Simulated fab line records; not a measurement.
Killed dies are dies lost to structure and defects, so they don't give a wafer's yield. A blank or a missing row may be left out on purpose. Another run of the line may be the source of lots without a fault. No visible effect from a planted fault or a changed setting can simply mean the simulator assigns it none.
Which tool is to blame? | flow sky130 | 13 lots, 38 wafers sampled, at 4 steps of a route of 708

WHAT EACH GAUGE READ, for each wafer
SKY_NWELL_THK_MEAS_02. Usual: for NWELL_OXIDATION_THK the level is 9.91 nm and the standard deviation is 0.19.
lot  | measured    | on            | NWELL_OXIDATION_THK (nm) | flag
L952 | day 2 13:23 | film-metro-03 | 10.11 10.13 10.10        |
L954 | day 2 21:31 | film-metro-03 | 10.11 10.05 9.82         |
L956 | day 3 07:55 | film-metro-03 | 9.79 9.92 9.83           |
L957 | day 3 14:29 | film-metro-02 | 9.80 10.02 9.71          |
L958 | day 3 18:38 | film-metro-03 | 9.97 10.08 10.01         |
L960 | day 4 06:02 | film-metro-02 | 9.83 9.77 9.64           |
L961 | day 4 12:06 | film-metro-01 | 9.78 9.96 9.90           |
L962 | day 4 14:15 | film-metro-03 | 10.27 10.31 10.44        |
L963 | day 4 23:05 | film-metro-03 | 10.01 10.21 10.09        |
L964 | day 5 04:32 | film-metro-01 | 9.80 9.81 9.93           |
L968 | day 6 01:10 | film-metro-02 | 10.17 9.84               |
L974 | day 7 09:02 | film-metro-03 | 9.76 9.88 9.67           |
L975 | day 7 11:56 | film-metro-03 | 9.83 9.87 9.81           |

SKY_PWDE_TW_MEAS_10. Usual: for PWDE_TW the level is 373.0 and the standard deviation is 2.
lot  | measured    | on            | PWDE_TW           | flag
L952 | day 3 21:20 | film-metro-02 | 375.9 373.6 372.4 |
L954 | day 4 06:04 | film-metro-03 | 370.1 371.2 370.2 |
L956 | day 4 17:04 | film-metro-02 | 370.7 371.7 372.1 |
L957 | day 5 00:07 | film-metro-01 | 374.3 374.3 374.5 |
L958 | day 5 05:05 | film-metro-02 | 375.5 373.4 374.1 |
L960 | day 5 17:06 | film-metro-03 | 370.8 369.8 369.3 |
L961 | day 5 23:13 | film-metro-02 | 373.3 372.8 373.0 |
L962 | day 6 01:05 | film-metro-01 | 376.7 378.5 377.7 |
L963 | day 6 11:04 | film-metro-02 | 373.2 374.2 375.1 |
L964 | day 6 17:14 | film-metro-02 | 373.1 373.7 373.5 |
L968 | day 7 16:13 | film-metro-03 | 369.5 368.3       |
L974 | day 9 02:31 | film-metro-03 | 370.9 371.5 369.4 |
L975 | day 9 05:25 | film-metro-02 | 374.8 374.7 373.8 |

EACH LOT AND THE TOOL THAT RAN IT (in order: tool; ch and the chambers of the sampled wafers; start)
lot  | SKY_FIELD_ISO_ETCH_14             | SKY_FIELD_ISO_ETCH_15
L952 | rie-diel-02 ch 0,1,3, day 2 05:26 | rie-diel-02 ch 0,1,3, day 2 05:28
L954 | rie-diel-02 ch 0,1,3, day 2 15:07 | rie-diel-02 ch 0,1,3, day 2 15:09
L956 | rie-diel-02 ch 1,2, day 3 00:37   | rie-diel-02 ch 1,2, day 3 00:39
L957 | rie-diel-03 ch 2,3, day 3 08:19   | rie-diel-03 ch 2,3, day 3 08:21
L958 | rie-diel-04 ch 1,3, day 3 11:20   | rie-diel-04 ch 1,3, day 3 11:23
L960 | rie-diel-03 ch 0,3, day 3 22:02   | rie-diel-03 ch 0,3, day 3 22:05
L961 | rie-diel-03 ch 1,3, day 4 03:44   | rie-diel-03 ch 1,3, day 4 03:46
L962 | rie-diel-04 ch 1,2,3, day 4 07:26 | rie-diel-04 ch 1,2,3, day 4 07:29
L963 | rie-diel-04 ch 0,1,3, day 4 14:41 | rie-diel-04 ch 0,1,3, day 4 14:43
L964 | rie-diel-03 ch 0,2, day 4 21:14   | rie-diel-03 ch 0,2, day 4 21:16
L968 | rie-diel-04 ch 1,3, day 5 16:29   | rie-diel-04 ch 1,3, day 5 16:32
L974 | rie-diel-03 ch 0,2, day 7 00:26   | rie-diel-03 ch 0,2, day 7 00:28
L975 | rie-diel-03 ch 0,1,3, day 7 04:07 | rie-diel-03 ch 0,1,3, day 7 04:09
- SKY_FIELD_ISO_ETCH_14: etches BARC in N2/H2, stops on SiO2, time 45.9 s, target depth 60 nm.
- SKY_FIELD_ISO_ETCH_15: etches the open film in CHF3/O2, stops on Si, target depth 180 nm, time 72 s.

WHAT THE TOOLS THEMSELVES READ (means of the sampled wafers that have a number; where no wafer has one, the mark that the record gives instead)
SKY_FIELD_ISO_ETCH_14. Usual: drypump-motor-current-A 5.8 A, standard deviation 0.48; oes-product-au 0.856 a.u., standard deviation 0.0046; run-length-s 74.2 s, standard deviation 0.31; throttle-valve-pct 13.225 %, standard deviation 0.01.
lot  | tool        | drypump-motor-current-A (A) | oes-product-au (a.u.) | run-length-s (s) | throttle-valve-pct (%) | flag
L952 | rie-diel-02 | 5.6                         | 0.853                 | 74.2             | 13.224                 |
L954 | rie-diel-02 | 5.6                         | 0.856                 | 74.4             | 13.222                 |
L956 | rie-diel-02 | 5.2                         | 0.854                 | 74.7             | 13.217                 |
L957 | rie-diel-03 | 5.9                         | 0.849                 | 74.2             | 13.232                 |
L958 | rie-diel-04 | 5.9                         | 0.851                 | 73.9             | 13.230                 |
L960 | rie-diel-03 | 5.7                         | 0.855                 | 74.1             | 13.222                 |
L961 | rie-diel-03 | 5.2                         | 0.857                 | 74.0             | 13.225                 |
L962 | rie-diel-04 | 5.9                         | 0.855                 | 74.0             | 13.232                 |
L963 | rie-diel-04 | 5.9                         | 0.859                 | 74.3             | 13.223                 |
L964 | rie-diel-03 | 6.1                         | 0.858                 | 73.9             | 13.228                 |
L968 | rie-diel-04 | 6.0                         | 0.817                 | 79.2             | 13.228                 | OFF
L974 | rie-diel-03 | 6.1                         | 0.853                 | 74.2             | 13.217                 |
L975 | rie-diel-03 | 5.4                         | 0.851                 | 74.1             | 13.227                 |

SKY_FIELD_ISO_ETCH_15. Usual: chf3-flow-sccm 50.01 sccm, standard deviation 0.15; drypump-motor-current-A 5.8 A, standard deviation 0.48; oes-product-au 0.945 a.u., standard deviation 0.0065; run-length-s 100.3 s, standard deviation 0.33; throttle-valve-pct 8.844 %, standard deviation 0.0095.
lot  | tool        | chf3-flow-sccm (sccm) | drypump-motor-current-A (A) | oes-product-au (a.u.) | run-length-s (s) | throttle-valve-pct (%) | flag
L952 | rie-diel-02 | 50.19                 | 5.6                         | 0.950                 | 100.4            | 8.843                  |
L954 | rie-diel-02 | 50.03                 | 5.6                         | 0.949                 | 100.5            | 8.857                  |
L956 | rie-diel-02 | 50.04                 | 5.1                         | 0.947                 | 100.9            | 8.849                  |
L957 | rie-diel-03 | 49.96                 | 5.9                         | 0.945                 | 100.2            | 8.842                  |
L958 | rie-diel-04 | 50.01                 | 5.9                         | 0.943                 | 100.2            | 8.846                  |
L960 | rie-diel-03 | 50.15                 | 5.7                         | 0.944                 | 100.1            | 8.851                  |
L961 | rie-diel-03 | 49.92                 | 5.2                         | 0.943                 | 100.1            | 8.842                  |
L962 | rie-diel-04 | 50.03                 | 5.9                         | 0.950                 | 100.2            | 8.840                  |
L963 | rie-diel-04 | 50.10                 | 5.9                         | 0.945                 | 100.2            | 8.843                  |
L964 | rie-diel-03 | 50.03                 | 6.1                         | 0.944                 | 100.4            | 8.845                  |
L968 | rie-diel-04 | 50.09                 | 6.0                         | 0.939                 | 99.8             | 8.847                  |
L974 | rie-diel-03 | 50.05                 | 6.1                         | 0.952                 | 100.3            | 8.855                  |
L975 | rie-diel-03 | 50.06                 | 5.5                         | 0.940                 | 100.0            | 8.844                  |

THE ANSWER, worked out from the rows above alone
Rule: take the mean of a lot's wafers that have a number; if it is more than 3 standard deviations from the usual mean, the lot is off. Also off: a lot with no number at a reading for which 4 or more lots have one. The other lots that the step has rows for count as sound. The gauges are gone through in route order, then the tools' own readings, and for those a lot's mean is taken as printed above. At the first step where some lot is off, the reading lying furthest off is the one used; lots without a number count as furthest.
Off: L968, at SKY_FIELD_ISO_ETCH_14 (run-length-s).
A tool fits if, at that step or a process step before it, it ran every lot that is off, and no sound lot after the first of them. One candidate fits, namely rie-diel-04 at SKY_FIELD_ISO_ETCH_14. Its last sound lot is L963 (day 4 14:41), its first lot that is off L968 (day 5 16:29): a fault that began between those two fits.
The tool's own readings at SKY_FIELD_ISO_ETCH_14 bear it out: on the lots that are off they differ by more than 5 times the standard deviation of the sound lots' means. oes-product-au reads 0.817 a.u. there against 0.854 a.u. on the sound lots; run-length-s reads 79.2 s there against 74.2 s on the sound lots.

WHAT HAD BEEN PUT IN BY THE SIMULATOR
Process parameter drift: rie-diel-04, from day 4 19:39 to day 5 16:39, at SKY_FIELD_ISO_ETCH_14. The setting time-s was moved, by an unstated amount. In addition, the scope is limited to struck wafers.
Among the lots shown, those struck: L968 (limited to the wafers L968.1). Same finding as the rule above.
